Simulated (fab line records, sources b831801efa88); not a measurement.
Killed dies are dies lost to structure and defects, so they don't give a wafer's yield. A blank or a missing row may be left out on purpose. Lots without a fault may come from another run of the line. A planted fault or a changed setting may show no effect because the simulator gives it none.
One fault seen from 2 desks | flow gf180mcu | each desk has only its own numbers; what lay behind them comes last

THE TOOL OWNER'S DESK: implanter-03
The tool's own readings at GF_MVPSD_IMPLANT_08: means of the sampled wafers that have a number, for each lot that ran on this tool. A lot is out of limits, marked OUT, if its mean lies more than 4 standard deviations from the usual mean; the brackets give that distance.
Columns: A = beam_energy_keV at GF_MVPSD_IMPLANT_08, usual 170.00; B = tilt_deg at GF_MVPSD_IMPLANT_08, usual -0.004 degrees
lot  | first seen here | A                        | B
L783 | day 5 15:53     | 170.04                   | -0.032
L786 | day 6 12:00     | 170.00                   | -0.009
L788 | day 7 00:14     | 170.02                   | -0.004
L793 | day 8 08:33     | 170.04                   | 0.032
L799 | day 9 17:23     | 151.51 (-99 or more) OUT | -0.004
L802 | day 10 16:15    | 151.52 (-99 or more) OUT | -0.017
L803 | day 10 18:35    | 151.45 (-99 or more) OUT | -0.015
This desk's finding: out of limits on L799, L802, L803; first on L799, day 9 17:23 (beam_energy_keV at GF_MVPSD_IMPLANT_08). In limits: L783, L786, L788, L793.

THE METROLOGY DESK
What the gauges read, lot by lot, whatever tool the lot ran on: means of the sampled wafers that have a number. A lot is out of limits, marked OUT, if its mean lies more than 4 standard deviations from the usual mean; the brackets give that distance.
Columns: A = MVPSD_OVL at GF_MVPSD_OVL_MEAS_07, usual -0.6 nm; B = MVPSD_RS at GF_VT_IMPLANT_RS_MEAS_49, usual 1168 ohm/sq; C = HV_LDD_CVD_56_THK at GF_HV_LDD_THK_MEAS_57, usual 90.5 nm; D = PSD_OVL at GF_PSD_OVL_MEAS_08, usual -0.7 nm
lot  | first seen here | A    | B               | C    | D
L781 | day 5 06:15     | -1.9 | 1166            | 91.6 | -2.0
L783 | day 5 15:50     | -1.4 | 1168            | 91.1 | -0.3
L785 | day 6 05:15     | -1.2 | 1168            | 91.3 | -0.5
L786 | day 6 11:57     | -0.4 | 1169            | 91.2 | -0.0
L787 | day 6 22:54     | -0.1 | 1168            | 90.5 | -1.5
L788 | day 7 00:09     | -0.5 | 1176            | 89.4 | -1.1
L790 | day 7 16:23     | 1.1  | 1173            | 89.9 | -0.7
L791 | day 7 22:38     | -2.1 | 1172            | 89.6 | -4.4
L793 | day 8 08:30     | 0.4  | 1164            | 90.6 | -2.0
L799 | day 9 17:19     | -0.1 | 1202 (+9.8) OUT | 90.0 | -0.6
L800 | day 9 23:45     | 0.9  | 1170            | 90.3 | -1.4
L801 | day 10 09:09    | -1.8 | 1165            | 90.8 | -0.3
L802 | day 10 16:11    | 1.0  | 1193 (+7.1) OUT | 90.1 | 1.4
L803 | day 10 18:33    | -0.8 | 1193 (+7.0) OUT | 91.0 | -0.5
This desk's finding: out of limits on L799, L802, L803; first on L799, day 12 21:49 (MVPSD_RS at GF_VT_IMPLANT_RS_MEAS_49). In limits: L781, L783, L785, L786, L787, L788, L790, L791, L793, L800, L801.

PUT TOGETHER
The tool owner's desk could have raised an alarm at day 9 17:23, on L799, L802, L803.
The metrology desk could have raised an alarm at day 12 21:49, on L799, L802, L803.
Of the lots named, all ran GF_MVPSD_IMPLANT_08 on implanter-03.

WHAT THE SIMULATOR HAD PUT IN
Process parameter drift: implanter-03, from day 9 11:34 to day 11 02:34, at GF_MVPSD_IMPLANT_08. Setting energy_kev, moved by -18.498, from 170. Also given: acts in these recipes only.
Lots struck among those shown: L799, L802, L803.
Hours from the fault's start to each desk's first reading out of limits: the tool owner's desk, 6; the metrology desk, 82.
